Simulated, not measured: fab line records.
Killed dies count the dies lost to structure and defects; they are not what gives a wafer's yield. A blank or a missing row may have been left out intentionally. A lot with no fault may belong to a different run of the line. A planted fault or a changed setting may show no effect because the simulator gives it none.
Which of the tools did it?    flow sky130    36 wafers from 12 lots sampled at 4 of the route's 708 steps

## WHAT THE GAUGES READ, wafer by wafer
SKY_VIA1_THK_MEAS_23: measures by xrf.
lot   measured      on             VIA1_W_THK (nm)
L445  day 33 17:18  film-metro-02  268 266 269
L447  day 34 12:19  film-metro-02  278 272 275
L449  day 36 08:11  film-metro-01  273 268 271
L450  day 36 08:22  film-metro-02  275 272 271
L451  day 36 09:07  film-metro-04  265 268 266
L452  day 36 11:04  film-metro-04  267 266 269
L454  day 37 00:31  film-metro-01  273 273 271
L455  day 37 12:52  film-metro-02  275 271 267
L456  day 38 00:54  film-metro-01  272 279 276
L460  day 39 05:25  film-metro-04  268 264 269
L461  day 39 13:02  film-metro-01  267 270 268
L468  day 41 14:48  film-metro-01  274 275 275

## WHICH TOOL RAN EACH LOT (tool, then ch and the chambers of the sampled wafers, then the start)
lot   SKY_VIA1_CMP_02                SKY_VIA1_ETCH_14                    SKY_VIA1_ETCH_15
L445  cmp-01 ch 0,2,3, day 32 13:28  rie-diel-01 ch 0,1, day 33 16:20    rie-diel-01 ch 0,1, day 33 16:23
L447  cmp-01 ch 0,3, day 33 08:26    rie-diel-01 ch 1,2,3, day 34 11:17  rie-diel-01 ch 1,2,3, day 34 11:20
L449  cmp-01 ch 0,2,3, day 35 05:01  rie-diel-04 ch 0,1,2, day 36 07:13  rie-diel-04 ch 0,1,2, day 36 07:16
L450  cmp-01 ch 0,1, day 35 05:28    rie-diel-02 ch 2,3, day 36 07:23    rie-diel-02 ch 2,3, day 36 07:26
L451  cmp-02 ch 0,1, day 35 05:46    rie-diel-01 ch 0,1, day 36 08:10    rie-diel-01 ch 0,1, day 36 08:13
L452  cmp-01 ch 0,2,3, day 35 07:44  rie-diel-04 ch 0,1, day 36 10:02    rie-diel-04 ch 0,1, day 36 10:05
L454  cmp-01 ch 0,2,3, day 35 21:28  rie-diel-02 ch 0,3, day 36 23:34    rie-diel-02 ch 0,3, day 36 23:36
L455  cmp-02 ch 1,2, day 36 09:48    rie-diel-01 ch 1,2,3, day 37 11:53  rie-diel-01 ch 1,2,3, day 37 11:56
L456  cmp-01 ch 0,2,3, day 36 21:14  rie-diel-02 ch 1,2,3, day 37 23:56  rie-diel-02 ch 1,2,3, day 37 23:59
L460  cmp-01 ch 0,1, day 38 02:41    rie-diel-02 ch 2,3, day 39 04:26    rie-diel-02 ch 2,3, day 39 04:29
L461  cmp-02 ch 0,1,3, day 38 10:45  rie-diel-02 ch 0,3, day 39 11:59    rie-diel-02 ch 0,3, day 39 12:02
L468  cmp-01 ch 1,3, day 40 13:19    rie-diel-04 ch 0,2, day 41 13:50    rie-diel-04 ch 0,2, day 41 13:53
- SKY_VIA1_CMP_02: polishes SiO2.
- SKY_VIA1_ETCH_14: etches BARC in N2/H2, stops on SiO2, time 45.9 s, target depth 60 nm.
- SKY_VIA1_ETCH_15: etches SiO2 in C4F8/O2/Ar, stops on TiN, target depth 351 nm, time 54 s.

## AS READ BY THE TOOLS THEMSELVES (means over the sampled wafers that have a number; for cases with no such wafer, the mark the record gives instead)
SKY_VIA1_CMP_02.
lot   tool    motor-current-A (A)
L445  cmp-01  13.9
L447  cmp-01  13.9
L449  cmp-01  13.6
L450  cmp-01  13.5
L451  cmp-02  12.5
L452  cmp-01  14.0
L454  cmp-01  14.1
L455  cmp-02  12.1
L456  cmp-01  13.7
L460  cmp-01  14.3
L461  cmp-02  12.7
L468  cmp-01  12.8

SKY_VIA1_ETCH_14.
lot   tool         bias-w (W)  drypump-motor-current-A (A)  oes-product-au (a.u.)  throttle-valve-pct (%)
L445  rie-diel-01  100.16      5.7                          0.859                  13.222
L447  rie-diel-01  99.91       6.3                          0.855                  13.216
L449  rie-diel-04  100.10      5.7                          0.853                  13.230
L450  rie-diel-02  99.92       5.9                          0.852                  13.221
L451  rie-diel-01  100.14      6.1                          0.853                  13.227
L452  rie-diel-04  100.14      5.7                          0.858                  13.230
L454  rie-diel-02  99.75       6.0                          0.854                  13.219
L455  rie-diel-01  99.84       6.3                          0.858                  13.226
L456  rie-diel-02  100.15      5.9                          0.858                  13.222
L460  rie-diel-02  104.07      5.9                          0.853                  13.223
L461  rie-diel-02  103.96      6.0                          0.853                  13.216
L468  rie-diel-04  100.29      5.7                          0.852                  13.226

SKY_VIA1_ETCH_15.
lot   tool         bias-w (W)  oes-product-au (a.u.)
L445  rie-diel-01  1196        0.986
L447  rie-diel-01  1199        0.991
L449  rie-diel-04  1204        0.986
L450  rie-diel-02  1197        0.984
L451  rie-diel-01  1198        0.988
L452  rie-diel-04  1201        0.987
L454  rie-diel-02  1200        0.986
L455  rie-diel-01  1205        0.992
L456  rie-diel-02  1201        0.985
L460  rie-diel-02  1199        0.987
L461  rie-diel-02  1199        0.988
L468  rie-diel-04  1204        0.989

## THE ANSWER, worked out from the rows above alone
Rule: the usual values come from the lots themselves. The widest of any qualifying gaps counts: lots, ordered by their means at a reading, are off when they make up no more than a third of the lots, leave a main group of 4 or more, and stand apart from it by 3 or more times the standard deviation of that group's means. A main group whose means are all the same, to the digits that the tables above print for the reading, isn't used. Also off: a lot with no number at a reading for which 4 or more lots have one. All remaining lots with rows at the step are treated as sound. Order of review: gauges by route order, followed by the tools' own readings, for which a lot's mean as printed above is used. The first step at which some lot is off is used, and at that step the reading that is off furthest; a lot without a number counts as furthest.
Off at SKY_VIA1_ETCH_14 (bias-w): L460, L461. For the main group the mean is 100.04 W and the standard deviation 0.16.
If a tool, at that step or one of the process steps before it, ran each lot that is off and ran no sound lot following the first of them, it fits. One fits: rie-diel-02 at SKY_VIA1_ETCH_14. Its last sound lot is L456 (day 37 23:56), its first lot that is off L460 (day 39 04:26): a fault that began between those two fits.
On the lots that are off, the tool's own readings at SKY_VIA1_ETCH_14 differ by more than 5 times the standard deviation of the sound lots' means, which bears it out; bias-w reads 104.01 W there versus 100.04 W on the sound lots.

## WHAT THE SIMULATOR HAD INSERTED
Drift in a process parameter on rie-diel-02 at SKY_VIA1_ETCH_14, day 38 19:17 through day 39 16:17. Setting bias-w, moved by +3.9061, from 100. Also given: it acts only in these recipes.
Struck lots among those shown: L460, L461. The rule above found the same.
